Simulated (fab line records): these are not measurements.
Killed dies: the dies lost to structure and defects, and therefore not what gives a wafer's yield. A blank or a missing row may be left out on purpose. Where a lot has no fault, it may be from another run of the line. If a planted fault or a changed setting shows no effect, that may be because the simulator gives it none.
8D (eight disciplines) problem report, filled in by code ; flow sky130 ; the parts of the form that need people (team, actions taken, sign-off) are left out

## 1. THE ISSUE
rotationDeg at SKY_LDD_N_IMPLANT_13 reads a mean of 289.608 degrees on 6 wafers of 2 lots; wafers without a fault read 90.001 degrees with a standard deviation of 0.028. So: +99 or more standard deviations from the usual mean.
Earliest sighting: wafer L709.2 on implanter-03 at day 24 18:16. Wafers with a number at this step in the record: 36, from 12 lots. Rule for "out", or "out of limits": more than 4 standard deviations from the usual mean. Any other wafer with a number is counted as sound.

## 2. WHAT IT IS, WHAT IT ISN'T
question;is;is not
which readings at this step;rotationDeg;-
which lots;L709, L712;L690, L691, L692, L697, L699, L700, L701, L702, L703, L713
which wafers of those lots;all that have a number;-
read on which tools;implanter-03;implanter-01, implanter-02
when;from day 24 18:16;"up to then (27 sound wafers); but 3 sound wafers of L713 came after"

## 3. THE SUSPECTS, EACH WITH WHAT RULES IT OUT
Counting: a tool stays on the suspect list if, at a process step up to the reading, it processed all lots that are out and no sound lot following the first of them.
- implanter-03 at SKY_LDD_N_IMPLANT_13: kept. All lots that are out passed through it, beginning with L709 at day 24 18:16, and no sound lot followed; its final sound lot before that point was L703 at day 22 19:34. Out on those wafers are its own readings of rotationDeg.
After counting, what remains is implanter-03 at SKY_LDD_N_IMPLANT_13.

## 4. THE CAUSE (what the simulator had put in)
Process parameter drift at SKY_LDD_N_IMPLANT_13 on implanter-03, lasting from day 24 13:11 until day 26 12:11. Setting rotationDeg shifted by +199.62 from 90. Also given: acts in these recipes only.
This tool alone remained once counting was done.

## 5. THE CHAIN OF EFFECTS, in route order
Rows list readings where the struck wafers' mean (over those with a number) sits beyond 3 standard deviations from the usual. Scope: only readings with a usual standard deviation given in the record; hours: median across lots of the time from each lot's start at the first step in this table that gives one to its start at this step; sigmas: change in usual standard deviations.
hours;step;reading;usual;on struck wafers;change;sigmas
0;SKY_LDD_N_IMPLANT_13;rotationDeg;90.001 degrees;289.608;+199.607;+99 or more
Here are the process steps it includes:
- SKY_LDD_N_IMPLANT_13

## 6. WHAT WOULD HAVE CAUGHT IT SOONER
In this record no reading fell out of limits until day 24 18:16, 5 hours after the fault had begun at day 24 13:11.
